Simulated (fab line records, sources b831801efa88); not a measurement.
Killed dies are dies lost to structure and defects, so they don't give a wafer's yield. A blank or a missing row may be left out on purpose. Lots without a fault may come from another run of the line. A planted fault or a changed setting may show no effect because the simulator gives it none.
fab line records | flow sky130
record lots=7 wafers=21 last_day=50
route steps=708 shown LOCAL_INTERCONNECT@394 CONTACT@406 PAD_OPEN@708
lots that met no fault: from a run of the same line without faults
start_h: hours from the record's first day to the start of the lot's first wafer shown | wait_h: hours since the lot's step before | " the same as in the row above | L1.1+2: a row that stands for several wafers | - no value, or no start given | * or withheld: withheld | < > ~ a bound
route shown NAME@n: a module of which the file shows steps, and the number in the route of the first | usual: mean/standard deviation of fault-free wafers | same: alike in all rows | chamber/n: place in a boat | sites: the reading at each site | _std_site: their standard deviation | _edge_site: outer sites' mean less inner sites' | radius_mm: how far each site lies from the wafer's centre | mask NAME#n: copy n | behind: the tool/chamber that last shaped the wafer | hold: why the lot was held/for how many hours/how that ended | device: the transistor (n, p or np) that didn't switch | end of line: the same wafers' tests at the end of the route | a step without rows: its recipe alone | killed: dies lost to structure and defects at the first sort, not the wafer's yield | map: a wafer's dies, x killed, . not, _ none there
set.NAME: the setting as run; set.NAME@STEP: as run at that earlier step | model.NAME: the simulator's own value behind a step, which no gauge read
lots at some steps of the route; a table a step, a row a wafer
services: from which hour (start_h, from the record's first day; less than 0 if before it) a tool's chamber was out of use, for how many hours, and why
## steps
# step SKY_LOCAL_INTERCONNECT_SOFTBAKE_07
# recipe temp_c=100 time_s=90 resist=KrF-thick
# step SKY_LOCAL_INTERCONNECT_EXPOSE_08
# recipe mask_id=LI1M na=0.8 source_shape=annular sigma_inner=0.55 sigma_outer=0.85 target_cd_nm=170 dose_mj=28
# step SKY_LOCAL_INTERCONNECT_PEB_09
# recipe peb_temp_c=withheld peb_time_s=withheld resist=KrF-thick
# step SKY_LOCAL_INTERCONNECT_DEVELOP_10
# recipe develop_time_s=60 resist=KrF-thick dev_temp_c=21
# step SKY_LOCAL_INTERCONNECT_CD_MEAS_11
# recipe target_cd_nm=170
# usual cd_nm=170.5/1.6
# columns lot.wafer tool chamber start_h wait_h cd_nm
L902.2 cd_sem-01 - 726.07 - 170.2
L902.3 " - " " 170.7
L902.4 " - " " 171.8
L912.1 cd_sem-02 - 805.65 - 169.7
L912.4 " - " " 171.7
L912.5 " - " " 169.7
L911.1 cd_sem-02 - 806.55 - 172.3
L911.4 " - " " 171.9
L911.5 " - " " 172.8
L913.2 cd_sem-01 - 819.07 - 173.6
L913.4 " - " " 172.3
L913.6 " - " " 173.9
L914.1 cd_sem-01 - 826.45 - 167.8
L914.4 " - " " 167.5
L914.6 " - " " 167.3
L919.1 cd_sem-01 - 877.25 - 169.6
L919.2 " - " " 169.9
L919.5 " - " " 171.2
L921.2 cd_sem-01 - 879.42 - 171.1
L921.5 " - " " 172.7
L921.6 " - " " 172.2
# step SKY_LOCAL_INTERCONNECT_OVL_MEAS_12
# usual LOCAL_INTERCONNECT_OVL=3/5.9
# columns lot.wafer tool chamber start_h wait_h LOCAL_INTERCONNECT_OVL[nm]
L902.2 overlay-02 - 726.18 0.1 4
L902.3 " - " " 5
L902.4 " - " " 7
L912.1 overlay-02 - 805.77 0.1 -1
L912.4 " - " " -1
L912.5 " - " " 2
L911.1 overlay-02 - 806.67 0.1 2
L911.4 " - " " 10
L911.5 " - " " 13
L913.2 overlay-02 - 819.17 0.1 4
L913.4 " - " " -2
L913.6 " - " " -5
L914.1 overlay-01 - 826.57 0.1 10
L914.4 " - " " 7
L914.6 " - " " 16
L919.1 overlay-02 - 877.37 0.1 -6
L919.2 " - " " -10
L919.5 " - " " -2
L921.2 overlay-02 - 879.53 0.1 6
L921.5 " - " " 8
L921.6 " - " " 6
# step SKY_LOCAL_INTERCONNECT_ETCH_13
# recipe chemistry=N2/H2 target=BARC ion_energy_ev=200 bias_w=100 pressure_mtorr=30 n2_flow_sccm=100 h2_flow_sccm=200 icp_w=500 stop_on=SiO2 time_s=45.9 target_depth_a=600
# step SKY_LOCAL_INTERCONNECT_METAL_ETCH_14
# recipe target_depth_nm=110 stop_on=PSG chemistry=Cl2/BCl3 target=TiN resist_sidewall_deg=88 pressure_mtorr=10 icp_w=900 bias_w=48.5 Cl2_flow_sccm=60 bcl3_flow_sccm=30 time_s=31.4
# step SKY_LOCAL_INTERCONNECT_STRIP_15
# recipe chemistry=O2/N2 power_w=1400 pressure_mtorr=1500 platen_temp_c=withheld o2_flow_sccm=3000 n2_flow_sccm=300 overash_fraction=0.5
# usual drypump_motor_current_A=5.6/0.34 oes_product_au=0.427/0.0048 strip_time_to_endpoint_s=4.725/0.025
# columns lot.wafer tool chamber start_h wait_h drypump_motor_current_A oes_product_au rf_hours_counter_h strip_time_to_endpoint_s
L902.2 plasma_asher-02 1 726.44 0.1 5.2 0.423 61 4.709
L902.3 " 1 " " 5.2 0.421 - 4.729
L902.4 " 0 " " 5.4 0.428 - 4.741
L912.1 plasma_asher-02 1 805.92 0.0 5.2 0.425 69 4.761
L912.4 " 0 " " 5.4 0.432 - 4.786
L912.5 " 0 " " 5.4 0.427 - 4.760
L911.1 plasma_asher-04 0 806.82 0.0 5.8 0.425 38 4.720
L911.4 " 0 " " 5.8 0.431 - 4.732
L911.5 " 1 " " 6.1 0.423 - 4.715
L913.2 plasma_asher-02 0 819.32 0.0 5.4 0.425 71 4.759
L913.4 " 0 " " 5.4 0.434 - 4.752
L913.6 " 1 " " 5.2 0.435 - 4.775
L914.1 plasma_asher-04 1 826.72 0.0 6.0 0.430 40 4.759
L914.4 " 1 " " 6.1 0.442 - 4.722
L914.6 " 1 " " 6.1 0.425 - 4.746
L919.1 plasma_asher-02 1 877.64 0.1 5.2 0.423 76 4.743
L919.2 " 0 " " 5.4 0.425 76 4.747
L919.5 " 1 " " 5.2 0.434 - 4.742
L921.2 plasma_asher-02 1 879.67 0.0 5.2 0.424 77 4.750
L921.5 " 0 " " 5.4 0.433 - 4.756
L921.6 " 1 " " 5.2 0.428 - 4.751
# step SKY_LOCAL_INTERCONNECT_STRIP_16
# recipe chemistry=post_etch_residue_remover time_s=1200 temp_c=72.5
# step SKY_LOCAL_INTERCONNECT_CLEAN_17
# recipe chemistry=IPA time_s=180 temp_c=25
# step SKY_LOCAL_INTERCONNECT_CLEAN_18
# recipe chemistry=O3/DIW dry=n2_spin
# step SKY_CONTACT_CVD_00
# recipe material=Si3N4 target_thk_nm=75 temp_c=400 time_s=withheld rf_w=450
# usual heater_power_outer_w=406/73 heater_power_w=687/97
# columns lot.wafer tool chamber start_h wait_h heater_power_outer_w heater_power_w
L902.2 pecvd-01 1 727.07 0.0 426 671
L902.3 " 0 " " 389 708
L902.4 " 1 " " 434 656
L912.1 pecvd-02 2 806.55 0.0 - -
L912.4 " 2 " " - -
L912.5 " 0 " " - -
L911.1 pecvd-01 2 807.42 0.0 - -
L911.4 " 2 " " - -
L911.5 " 0 " " - -
L913.2 pecvd-02 2 819.91 0.0 - -
L913.4 " 1 " " - -
L913.6 " 0 " " - -
L914.1 pecvd-02 2 827.42 0.0 379 686
L914.4 " 1 " " 297 583
L914.6 " 2 " " 378 664
L919.1 pecvd-02 0 878.24 0.0 381 657
L919.2 " 2 " " 354 622
L919.5 " 2 " " 338 646
L921.2 pecvd-03 2 880.27 0.0 595 944
L921.5 " 1 " " 373 602
L921.6 " 2 " " 466 777
# step SKY_CONTACT_HDPCVD_02
# recipe material=SiO2 target_thk_nm=565 sigma_open_frac=0.3 time_s=94.2 temp_c=600 sih4_flow_sccm=60 pressure_mtorr=6
# step SKY_CONTACT_THK_MEAS_03
# recipe reads=SiO2_of_CONTACT_HDPCVD_02
# usual CONTACT_HDPCVD_THK=563/6.3
# columns lot.wafer tool chamber start_h wait_h CONTACT_HDPCVD_THK[nm]
L902.2 film_metro-02 - 727.25 0.0 548
L902.3 " - " " 565
L902.4 " - " " 554
L912.1 film_metro-04 - 806.71 0.0 572
L912.4 " - " " 565
L912.5 " - " " 568
L911.1 film_metro-04 - 807.58 0.0 555
L911.4 " - " " 556
L911.5 " - " " 556
L913.2 film_metro-02 - 820.08 0.0 559
L913.4 " - " " 570
L913.6 " - " " 563
L914.1 film_metro-02 - 827.58 0.0 567
L914.4 " - " " 562
L914.6 " - " " 563
L919.1 film_metro-04 - 878.40 0.0 557
L919.2 " - " " 555
L919.5 " - " " 561
L921.2 film_metro-04 - 880.45 0.0 551
L921.5 " - " " 555
L921.6 " - " " 560
# step SKY_CONTACT_CMP_04
# recipe material=SiO2 down_force_psi=4 platen_rpm=60 pad_velocity_m_s=0.94248
# usual motor_current_A=12.1/1.1
# columns lot.wafer tool chamber start_h wait_h motor_current_A
L902.2 cmp-02 2 727.30 0.0 11.6
L902.3 " 3 " " 10.7
L902.4 " 0 " " 12.8
L912.4 cmp-02 2 806.77 0.0 11.3
L912.1 " 1 " " 11.2
L912.5 " 2 " " 11.9
L911.4 cmp-01 0 807.69 0.1 12.7
L911.1 " 2 " " 12.5
L911.5 " 3 " " 14.2
L913.4 cmp-01 1 820.23 0.1 11.5
L913.2 " 2 " " 13.0
L913.6 " 3 " " 13.8
L914.4 cmp-02 1 827.69 0.1 11.4
L914.1 " 2 " " 10.6
L914.6 " 0 " " 13.0
L919.2 cmp-01 0 878.56 0.1 13.2
L919.1 " 1 " " 11.3
L919.5 " 2 " " 12.7
L921.2 cmp-02 3 880.65 0.2 10.2
L921.6 " 0 " " 13.5
L921.5 " 1 " " 11.5
# step SKY_CONTACT_BOW_MEAS_05
# recipe mode=bow
# usual CONTACT_BOW=82/7.2
# columns lot.wafer tool chamber start_h wait_h CONTACT_BOW[um]
L902.2 film_metro-04 - 727.62 0.3 83
L902.3 " - " " 89
L902.4 " - " " 90
L912.1 film_metro-04 - 807.07 0.1 80
L912.4 " - " " 101
L912.5 " - " " 79
L911.1 film_metro-03 - 807.94 0.1 79
L911.4 " - " " 72
L911.5 " - " " 84
L913.2 film_metro-03 - 820.45 0.1 91
L913.4 " - " " 88
L913.6 " - " " 75
L914.1 film_metro-02 - 827.94 0.1 79
L914.4 " - " " 82
L914.6 " - " " 78
L919.1 film_metro-03 - 878.76 0.1 78
L919.2 " - " " 87
L919.5 " - " " 84
L921.2 film_metro-04 - 880.82 0.1 83
L921.5 " - " " 75
L921.6 " - " " 87
# step SKY_CONTACT_DEHYDRATE_06
# recipe temp_c=200 time_s=60
# step SKY_CONTACT_HMDS_07
# recipe prime_time_s=60 prime_temp_c=120
# step SKY_CONTACT_COAT_08
# recipe resist=BARC temp_c=withheld time_s=withheld spin_rpm=3000 resist_thk_nm=60
# step SKY_CONTACT_COAT_09
# recipe resist=KrF-thick spin_rpm=3000 resist_thk_nm=446
# step SKY_CONTACT_SOFTBAKE_10
# recipe temp_c=100 time_s=90 resist=KrF-thick
# step SKY_CONTACT_EXPOSE_11
# recipe mask_id=CTM1 na=0.8 source_shape=annular sigma_inner=0.55 sigma_outer=0.85 target_cd_nm=170 dose_mj=38.38
# step SKY_CONTACT_PEB_12
# recipe peb_temp_c=withheld peb_time_s=withheld resist=KrF-thick
# step SKY_CONTACT_DEVELOP_13
# recipe develop_time_s=60 resist=KrF-thick dev_temp_c=21
# step SKY_CONTACT_CD_MEAS_14
# recipe target_cd_nm=170
# usual cd_nm=169.9/1.3
# columns lot.wafer tool chamber start_h wait_h cd_nm
L902.2 cd_sem-02 - 755.17 - 171.1
L902.3 " - " " 170.2
L902.4 " - " " 170.8
L912.1 cd_sem-01 - 832.70 - 168.8
L912.4 " - " " 170.9
L912.5 " - " " 169.9
L911.1 cd_sem-01 - 834.00 - 170.2
L911.4 " - " " 170.1
L911.5 " - " " 171.0
L913.2 cd_sem-01 - 846.97 - 170.9
L913.4 " - " " 171.2
L913.6 " - " " 170.4
L914.1 cd_sem-01 - 854.38 - 171.4
L914.4 " - " " 170.6
L914.6 " - " " 172.0
L919.1 cd_sem-01 - 904.65 - 166.7
L919.2 " - " " 167.9
L919.5 " - " " 167.4
L921.2 cd_sem-01 - 907.47 - 168.0
L921.5 " - " " 169.2
L921.6 " - " " 168.5
# step SKY_CONTACT_OVL_MEAS_15
# usual CONTACT_OVL=-1/5.2
# columns lot.wafer tool chamber start_h wait_h CONTACT_OVL[nm]
L902.2 overlay-01 - 755.28 0.1 -5
L902.3 " - " " -2
L902.4 " - " " -2
L912.1 overlay-01 - 832.82 0.1 9
L912.4 " - " " 9
L912.5 " - " " 2
L911.1 overlay-02 - 834.12 0.1 -4
L911.4 " - " " -3
L911.5 " - " " -8
L913.2 overlay-02 - 847.08 0.1 4
L913.4 " - " " 5
L913.6 " - " " -3
L914.1 overlay-02 - 854.50 0.1 -7
L914.4 " - " " -12
L914.6 " - " " -6
L919.1 overlay-01 - 904.77 0.1 9
L919.2 " - " " 0
L919.5 " - " " 3
L921.2 overlay-01 - 907.58 0.1 -10
L921.5 " - " " -4
L921.6 " - " " -5
# step SKY_CONTACT_ETCH_16
# recipe chemistry=N2/H2 target=BARC ion_energy_ev=200 source_w=500 bias_w=100 pressure_mtorr=30 n2_flow_sccm=100 h2_flow_sccm=200 stop_on=SiO2 time_s=45.9 target_depth_a=600
# usual drypump_motor_current_A=5.5/0.48 oes_product_au=0.854/0.005 throttle_valve_pct=13.225/0.0083
# columns lot.wafer tool chamber start_h wait_h drypump_motor_current_A oes_product_au rf_hours_counter_h throttle_valve_pct
L902.2 rie_diel-03 0 755.31 0.0 5.3 0.847 17 13.231
L902.3 " 3 " " 5.9 0.859 11 13.226
L902.4 " 1 " " 5.0 0.849 9 13.229
L912.1 rie_diel-01 3 832.86 0.0 6.7 0.859 5 13.219
L912.4 " 2 " " 5.8 0.852 8 13.233
L912.5 " 0 " " 5.3 0.858 - 13.215
L911.1 rie_diel-03 3 834.16 0.0 6.0 0.850 13 13.226
L911.4 " 2 " " 5.4 0.856 4 13.215
L911.5 " 2 " " 5.4 0.860 - 13.218
L913.2 rie_diel-04 2 847.11 0.0 6.1 0.855 10 13.224
L913.4 " 3 " " 5.1 0.849 10 13.210
L913.6 " 1 " " 5.6 0.861 - 13.210
L914.1 rie_diel-03 3 854.53 0.0 5.9 0.852 13 13.227
L914.4 " 2 " " 5.4 0.862 5 13.221
L914.6 " 3 " " 5.9 0.860 - 13.235
L919.1 rie_diel-04 1 904.81 0.0 5.6 0.850 10 13.219
L919.2 " 2 " " 6.2 0.856 12 13.234
L919.5 " 0 " " 4.8 0.854 - 13.227
L921.2 rie_diel-03 3 907.61 0.0 5.9 0.851 15 13.228
L921.5 " 2 " " 5.4 0.859 - 13.224
L921.6 " 1 " " 5.0 0.855 - 13.225
# step SKY_CONTACT_ETCH_17
# recipe target=SiO2 chemistry=C4F8/O2/Ar stop_on=Si3N4 mask_material=KrF-thick source_w=1500 bias_w=1200 pressure_mtorr=40 c4f8_flow_sccm=withheld O2_flow_sccm=6 Ar_flow_sccm=300 time_s=withheld target_depth_a=3400
# usual oes_product_au=0.891/0.005
# columns lot.wafer tool chamber start_h wait_h oes_product_au
L902.2 rie_diel-03 0 755.35 0.0 0.889
L902.3 " 3 " " 0.884
L902.4 " 1 " " 0.894
L912.1 rie_diel-01 3 832.90 0.0 0.895
L912.4 " 2 " " 0.895
L912.5 " 0 " " 0.882
L911.1 rie_diel-03 3 834.20 0.0 0.889
L911.4 " 2 " " 0.885
L911.5 " 2 " " 0.895
L913.2 rie_diel-04 2 847.15 0.0 0.891
L913.4 " 3 " " 0.889
L913.6 " 1 " " 0.886
L914.1 rie_diel-03 3 854.57 0.0 0.886
L914.4 " 2 " " 0.895
L914.6 " 3 " " 0.893
L919.1 rie_diel-04 1 904.85 0.0 0.886
L919.2 " 2 " " 0.895
L919.5 " 0 " " 0.888
L921.2 rie_diel-03 3 907.65 0.0 0.888
L921.5 " 2 " " 0.890
L921.6 " 1 " " 0.892
# step SKY_CONTACT_ETCH_18
# recipe target=Si3N4 chemistry=CHF3/O2 stop_on=TiN source_w=600 bias_w=200 pressure_mtorr=40 chf3_flow_sccm=50 O2_flow_sccm=5 time_s=39 target_depth_a=750
# usual drypump_motor_current_A=5.5/0.48 oes_product_au=0.850/0.0085 throttle_valve_pct=8.792/0.0088
# columns lot.wafer tool chamber start_h wait_h drypump_motor_current_A oes_product_au rf_hours_counter_h throttle_valve_pct model.etch.depth_nm
L902.2 rie_diel-03 0 - - 5.2 0.849 17 8.787 73.57
L902.3 " 3 " " 5.9 0.845 11 8.788 73.27
L902.4 " 1 " " 5.0 0.861 9 8.800 74.67
L912.1 rie_diel-01 3 - - 6.7 0.371 5 8.659 0
L912.4 " 2 " " 5.8 0.369 8 8.675 0
L912.5 " 0 " " 5.3 0.372 - 8.684 0
L911.1 rie_diel-03 3 - - 5.9 0.375 13 8.678 0
L911.4 " 2 " " 5.4 0.376 4 8.681 0
L911.5 " 2 " " 5.3 0.378 - 8.669 0
L913.2 rie_diel-04 2 - - 6.1 0.375 10 8.681 0
L913.4 " 3 " " 5.1 0.378 10 8.696 0
L913.6 " 1 " " 5.6 0.372 - 8.672 0
L914.1 rie_diel-03 3 - - 5.9 0.845 13 8.787 73.54
L914.4 " 2 " " 5.3 0.862 5 8.795 75.57
L914.6 " 3 " " 5.9 0.855 - 8.766 74.26
L919.1 rie_diel-04 1 - - 5.6 0.838 10 8.789 73.01
L919.2 " 2 " " 6.1 0.850 12 8.805 75.5
L919.5 " 0 " " 4.8 0.857 - 8.781 75.82
L921.2 rie_diel-03 3 - - 5.9 0.839 15 8.803 73.17
L921.5 " 2 " " 5.4 0.864 - 8.810 76.12
L921.6 " 1 " " 5.0 0.839 - 8.784 73.7
# step SKY_CONTACT_STRIP_19
# recipe chemistry=O2/N2 power_w=1400 pressure_mtorr=1500 platen_temp_c=withheld o2_flow_sccm=3000 n2_flow_sccm=300 overash_fraction=0.5
# usual drypump_motor_current_A=5.5/0.37 oes_product_au=0.379/0.0046 strip_time_to_endpoint_s=3.56/0.038
# columns lot.wafer tool chamber start_h wait_h drypump_motor_current_A oes_product_au rf_hours_counter_h strip_time_to_endpoint_s
L902.2 plasma_asher-04 0 755.44 - 5.9 0.380 33 3.62
L902.3 " 0 " " 5.8 0.378 - 3.57
L902.4 " 1 " " 6.1 0.376 - 3.57
L912.1 plasma_asher-02 0 832.99 - 5.4 0.377 72 3.57
L912.4 " 1 " " 5.2 0.376 - 3.57
L912.5 " 0 " " 5.4 0.378 - 3.58
L911.1 plasma_asher-04 1 834.29 - 6.1 0.384 41 3.60
L911.4 " 0 " " 5.8 0.375 - 3.54
L911.5 " 1 " " 6.1 0.373 - 3.56
L913.2 plasma_asher-02 0 847.24 - 5.4 0.376 73 3.53
L913.4 " 0 " " 5.4 0.381 - 3.60
L913.6 " 1 " " 5.2 0.376 - 3.52
L914.1 plasma_asher-01 1 854.66 - 4.9 0.388 107 3.57
L914.4 " 1 " " 4.9 0.382 - 3.53
L914.6 " 0 " " 5.6 0.375 - 3.57
L919.1 plasma_asher-04 0 904.94 - 5.8 0.379 48 3.51
L919.2 " 1 " " 6.1 0.380 48 3.53
L919.5 " 0 " " 5.9 0.380 - 3.59
L921.2 plasma_asher-01 0 907.74 - 5.6 0.383 113 3.55
L921.5 " 0 " " 5.6 0.376 - 3.53
L921.6 " 1 " " 4.9 0.386 - 3.62
# step SKY_PAD_OPEN_PROBE_99
# usual killed_at_M0_to_M3=44/7.1 killed_at_M4_up=3.1/1.8 killed_at_contacts=24/5.3 killed_at_front_end=15/4.5 killed_at_other=0.2/0.42 killed_dies=86/9.6 killed_open=46/6.9 killed_short=40/6.4
# same gross_dies=492 killed_at_back_side=0
# columns lot.wafer tool chamber start_h wait_h killed_at_M0_to_M3 killed_at_M4_up killed_at_contacts killed_at_front_end killed_at_other killed_dies killed_open killed_short model.etest.met1_comb.over_limit
L902.2 prober-01 - 1089.67 0.1 42 0 23 21 1 87 41 46 0
L902.3 prober-01 - 1089.72 0.2 48 2 20 22 1 93 47 46 0
L902.4 prober-01 - 1089.77 0.2 45 4 25 10 0 84 50 34 0
L912.1 prober-02 - 1146.93 0.1 32 4 32 13 0 81 40 41 1
L912.4 prober-02 - 1147.08 0.2 43 3 18 14 0 78 41 37 1
L912.5 prober-02 - 1147.13 0.2 36 3 20 12 0 71 39 32 1
L911.1 prober-01 - 1148.83 0.1 45 2 18 14 1 80 42 38 1
L911.4 prober-01 - 1148.98 0.2 42 3 15 18 0 78 43 35 1
L911.5 prober-01 - 1149.03 0.2 33 1 15 15 1 65 34 31 1
L913.2 prober-02 - 1157.72 0.1 61 3 27 19 0 110 58 52 1
L913.4 prober-02 - 1157.82 0.2 43 1 19 12 0 75 35 40 1
L913.6 prober-02 - 1157.92 0.2 48 3 25 13 0 89 46 43 1
L914.1 prober-01 - 1161.47 0.1 61 2 28 12 1 104 58 46 0
L914.4 prober-01 - 1161.62 0.2 41 1 31 14 0 87 53 34 0
L914.6 prober-01 - 1161.72 0.2 44 3 26 19 0 92 42 50 0
L919.1 prober-01 - 1196.83 0.1 59 2 27 13 0 101 52 49 0
L919.2 prober-01 - 1196.88 0.1 36 4 21 16 1 78 38 40 0
L919.5 prober-01 - 1197.03 0.2 61 3 32 8 2 106 54 52 0
L921.2 prober-02 - 1198.40 0.1 43 4 21 20 0 88 49 39 0
L921.5 prober-02 - 1198.55 0.2 31 3 18 25 0 77 38 39 0
L921.6 prober-02 - 1198.60 0.2 26 2 32 17 0 77 32 45 0
# killed by level:class
L902.2 VIA1:geometric_particle:open=10 METAL2:geometric_particle:short=8 CONTACT:geometric_particle:short=7 VIA3:geometric_particle:open=7 POLY_GATE:geometric_particle:short=6 FIELD_ISO:geometric_particle:open=5 LI_CONTACT:geometric_particle:short=5 CONTACT:geometric_particle:open=5
L902.3 VIA1:geometric_particle:open=12 POLY_GATE:geometric_particle:open=6 VIA3:geometric_particle:open=6 METAL1:geometric_particle:short=6 METAL2:geometric_particle:short=6 FIELD_ISO:geometric_particle:open=5 LOCAL_INTERCONNECT:geometric_particle:short=5 LI_CONTACT:geometric_particle:open=5
L902.4 CONTACT:geometric_particle:open=8 VIA3:geometric_particle:open=8 LI_CONTACT:geometric_particle:open=7 VIA1:geometric_particle:open=7 VIA2:geometric_particle:open=6 METAL2:geometric_particle:short=5 LI_CONTACT:geometric_particle:short=4 VIA1:geometric_particle:short=4
L912.1 CONTACT:geometric_particle:open=11 CONTACT:geometric_particle:short=9 VIA1:geometric_particle:open=7 METAL2:geometric_particle:short=6 LI_CONTACT:geometric_particle:open=6 POLY_GATE:geometric_particle:open=4 LOCAL_INTERCONNECT:geometric_particle:short=4 METAL1:geometric_particle:short=4
L912.4 VIA2:geometric_particle:open=10 VIA1:geometric_particle:open=9 FIELD_ISO:geometric_particle:short=7 CONTACT:geometric_particle:open=6 VIA1:geometric_particle:short=6 METAL2:geometric_particle:short=5 VIA3:geometric_particle:short=4 CONTACT:geometric_particle:short=4
L912.5 METAL2:geometric_particle:short=8 CONTACT:geometric_particle:open=7 VIA1:geometric_particle:open=7 FIELD_ISO:geometric_particle:open=5 LI_CONTACT:geometric_particle:open=5 VIA3:geometric_particle:open=5 VIA2:geometric_particle:open=4 CONTACT:geometric_particle:short=4
L911.1 VIA1:geometric_particle:open=9 VIA1:geometric_particle:short=8 CONTACT:geometric_particle:open=7 LI_CONTACT:geometric_particle:open=6 METAL2:geometric_particle:short=6 FIELD_ISO:geometric_particle:open=4 POLY_GATE:geometric_particle:open=4 METAL1:geometric_particle:short=4
L911.4 VIA1:geometric_particle:open=9 FIELD_ISO:geometric_particle:open=6 LI_CONTACT:geometric_particle:open=6 CONTACT:geometric_particle:open=5 VIA1:geometric_particle:short=5 VIA3:geometric_particle:open=5 FIELD_ISO:geometric_particle:short=4 METAL1:geometric_particle:short=4
L911.5 VIA1:geometric_particle:open=7 LI_CONTACT:geometric_particle:open=6 CONTACT:geometric_particle:open=5 POLY_GATE:geometric_particle:short=5 VIA1:geometric_particle:short=5 VIA2:geometric_particle:open=4 VIA3:geometric_particle:open=4 FIELD_ISO:geometric_particle:open=3
L913.2 VIA1:geometric_particle:open=19 LI_CONTACT:geometric_particle:open=13 METAL2:geometric_particle:short=11 VIA1:geometric_particle:short=7 FIELD_ISO:geometric_particle:open=6 LI_CONTACT:geometric_particle:short=6 VIA2:geometric_particle:open=5 METAL3:geometric_particle:short=5
L913.4 CONTACT:geometric_particle:open=9 METAL1:geometric_particle:short=8 VIA1:geometric_particle:short=8 VIA1:geometric_particle:open=6 VIA3:geometric_particle:open=6 VIA2:geometric_particle:open=5 FIELD_ISO:geometric_particle:short=4 LI_CONTACT:geometric_particle:open=4
L913.6 VIA1:geometric_particle:open=12 LI_CONTACT:geometric_particle:open=10 METAL1:geometric_particle:short=9 CONTACT:geometric_particle:open=8 VIA1:geometric_particle:short=7 VIA2:geometric_particle:open=5 VIA2:geometric_particle:short=4 VIA3:geometric_particle:open=4
L914.1 VIA1:geometric_particle:open=17 CONTACT:geometric_particle:open=10 VIA1:geometric_particle:short=9 LI_CONTACT:geometric_particle:open=8 CONTACT:geometric_particle:short=7 METAL2:geometric_particle:short=7 VIA3:geometric_particle:open=7 VIA2:geometric_particle:open=6
L914.4 LI_CONTACT:geometric_particle:open=11 CONTACT:geometric_particle:open=11 VIA1:geometric_particle:open=8 FIELD_ISO:geometric_particle:short=6 VIA3:geometric_particle:open=6 VIA2:geometric_particle:open=6 METAL1:geometric_particle:short=5 VIA1:geometric_particle:short=5
L914.6 CONTACT:geometric_particle:short=10 VIA1:geometric_particle:short=8 VIA2:geometric_particle:open=8 CONTACT:geometric_particle:open=7 METAL1:geometric_particle:short=7 VIA1:geometric_particle:open=7 FIELD_ISO:geometric_particle:short=5 LI_CONTACT:geometric_particle:open=5
L919.1 VIA1:geometric_particle:open=13 CONTACT:geometric_particle:open=9 VIA1:geometric_particle:short=9 CONTACT:geometric_particle:short=8 LI_CONTACT:geometric_particle:open=7 METAL1:geometric_particle:short=7 VIA2:geometric_particle:open=6 VIA3:geometric_particle:open=6
L919.2 VIA1:geometric_particle:open=7 METAL3:geometric_particle:short=7 VIA3:geometric_particle:open=7 LI_CONTACT:geometric_particle:open=6 CONTACT:geometric_particle:open=6 FIELD_ISO:geometric_particle:short=5 POLY_GATE:geometric_particle:short=4 CONTACT:geometric_particle:short=4
L919.5 VIA1:geometric_particle:open=16 VIA1:geometric_particle:short=11 CONTACT:geometric_particle:open=11 VIA3:geometric_particle:open=9 LOCAL_INTERCONNECT:geometric_particle:short=8 LI_CONTACT:geometric_particle:open=6 METAL2:geometric_particle:short=5 VIA2:geometric_particle:short=4
L921.2 VIA1:geometric_particle:open=12 CONTACT:geometric_particle:open=7 LI_CONTACT:geometric_particle:open=6 VIA3:geometric_particle:open=6 POLY_GATE:geometric_particle:open=5 LI_CONTACT:geometric_particle:short=5 VIA1:geometric_particle:short=5 FIELD_ISO:geometric_particle:short=4
L921.5 CONTACT:geometric_particle:open=8 POLY_GATE:geometric_particle:short=8 FIELD_ISO:geometric_particle:open=5 POLY_GATE:geometric_particle:open=5 METAL1:geometric_particle:short=5 VIA1:geometric_particle:open=5 VIA1:geometric_particle:short=5 VIA2:geometric_particle:short=5
L921.6 LI_CONTACT:geometric_particle:open=8 CONTACT:geometric_particle:short=8 POLY_GATE:geometric_particle:short=7 CONTACT:geometric_particle:open=7 LI_CONTACT:geometric_particle:short=5 VIA1:geometric_particle:open=5 FIELD_ISO:geometric_particle:short=4 POLY_GATE:geometric_particle:open=4
## services
# columns tool chamber start_h hours kind
rie_diel-04 2 704.91 8.3 repair
pecvd-01 - 709.27 6.0 pm
pecvd-01 - 721.10 0.5 repair
cmp-02 - 741.39 12.4 pm
plasma_asher-01 - 751.68 2.3 repair
cmp-02 - 753.75 4.0 pm
cmp-02 - 757.75 - consumable_replace:conditioner
cmp-02 - 757.75 - consumable_replace:pad
pecvd-01 - 760.72 0.5 repair
rie_diel-01 0 774.52 14.2 repair
pecvd-02 2 788.52 16.5 scheduled_down
rie_diel-01 0 788.71 - clean
rie_diel-01 0 788.71 22.7 scheduled_down
rie_diel-01 0 788.71 22.7 vent_cycle
pecvd-03 - 793.46 14.6 pm
rie_diel-01 3 801.01 4.5 repair
cmp-01 - 808.40 0.9 repair
rie_diel-04 0 819.41 6.5 repair
plasma_asher-02 - 828.09 0.5 repair
pecvd-03 - 829.25 1.0 repair
rie_diel-01 3 836.54 10.0 repair
cmp-01 - 838.76 1.9 repair
cmp-02 - 863.31 6.6 pm
rie_diel-03 0 871.30 28.3 repair
## key
first_sign step=SKY_CONTACT_CVD_00 reading=tool_record direction=missing
effect step=SKY_CONTACT_ETCH_18 reading=oes_product_au direction=down sigmas=56 usual=0.850 struck=0.374
model_effect step=SKY_CONTACT_ETCH_18 value=etch.depth_nm without=73.97 struck=0
model_effect step=SKY_PAD_OPEN_PROBE_99 value=etest.met1_comb.over_limit without=0 struck=1
met_at SKY_CONTACT_CVD_00
struck_wafers L911.1,L911.4,L911.5,L912.1,L912.4,L912.5,L913.2,L913.4,L913.6
tester_left_out L911,L912,L913
onset_between 727.07 806.55
fault kind=skipped_step_whole tool=pecvd-01,pecvd-02 chamber=- onset_h=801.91 steps=SKY_CONTACT_CVD_00 scope=struck_lots_only
# tester_left_out: of these lots the tester's yield and bins aren't shown, on N5 and GAA mostly nor the transistor test; their killed dies are dies lost to structure and defects alone, not to doping, threshold or leakage, so they don't give the yield
